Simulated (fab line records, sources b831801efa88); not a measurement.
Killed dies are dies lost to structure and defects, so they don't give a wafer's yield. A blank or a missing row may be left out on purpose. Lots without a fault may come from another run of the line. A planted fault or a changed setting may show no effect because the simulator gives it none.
Which tool did it? | flow sky130 | 14 lots, 42 wafers sampled, at 1 step of a route of 708

WHAT THE GAUGES READ, wafer by wafer
SKY_FIELD_ISO_THK_MEAS_02. Usual: FIELD_ISO_OXIDATION_00_THK 11.96 nm, standard deviation 0.26.
lot  | measured    | on            | FIELD_ISO_OXIDATION_00_THK (nm) | flag
L605 | day 1 13:03 | film_metro-02 | 11.74 11.84 11.80               |
L606 | day 1 17:19 | film_metro-04 | 11.99 12.00 12.11               |
L607 | day 1 21:45 | film_metro-04 | 11.90 11.68 11.74               |
L613 | day 3 03:39 | film_metro-04 | 11.88 12.04 11.79               |
L614 | day 3 10:16 | film_metro-02 | 11.74 11.82 11.72               |
L615 | day 3 14:40 | film_metro-04 | 11.64 11.64 11.44               |
L619 | day 4 09:38 | film_metro-02 | 12.02 11.88 11.98               |
L620 | day 4 14:38 | film_metro-04 | 11.74 11.73 11.53               |
L621 | day 4 20:01 | film_metro-01 | 11.86 11.90 11.68               |
L622 | day 5 01:34 | film_metro-04 | 11.86 11.81 12.10               |
L623 | day 5 07:10 | film_metro-01 | 12.20 12.22 12.04               |
L625 | day 5 15:38 | film_metro-02 | 12.42 12.37 12.62               |
L626 | day 5 21:18 | film_metro-02 | 12.22 12.22 11.89               |
L627 | day 6 05:28 | film_metro-01 | 12.20 12.16 11.92               |

WHICH TOOL RAN EACH LOT (tool, then ch and the chambers of the sampled wafers, then the start)
The record holds no process step before these readings.

WHAT THE TOOLS THEMSELVES READ (means of the sampled wafers that have a number; where no wafer has one, the mark that the record gives instead)
The record holds no such reading with a usual standard deviation.

THE ANSWER, worked out from the rows above alone
Rule: a lot is off if the mean of its wafers that have a number lies more than 3 standard deviations from the usual mean. A lot without any number at a reading at which 4 lots or more have one is off too. The other lots that the step has rows for count as sound. The gauges are gone through in route order, then the tools' own readings, and for those a lot's mean is taken as printed above. The first step at which some lot is off is used, and at that step the reading that is off furthest; a lot without a number counts as furthest.
No lot is off at any reading shown: from this, nothing can be told.

WHAT THE SIMULATOR HAD PUT IN
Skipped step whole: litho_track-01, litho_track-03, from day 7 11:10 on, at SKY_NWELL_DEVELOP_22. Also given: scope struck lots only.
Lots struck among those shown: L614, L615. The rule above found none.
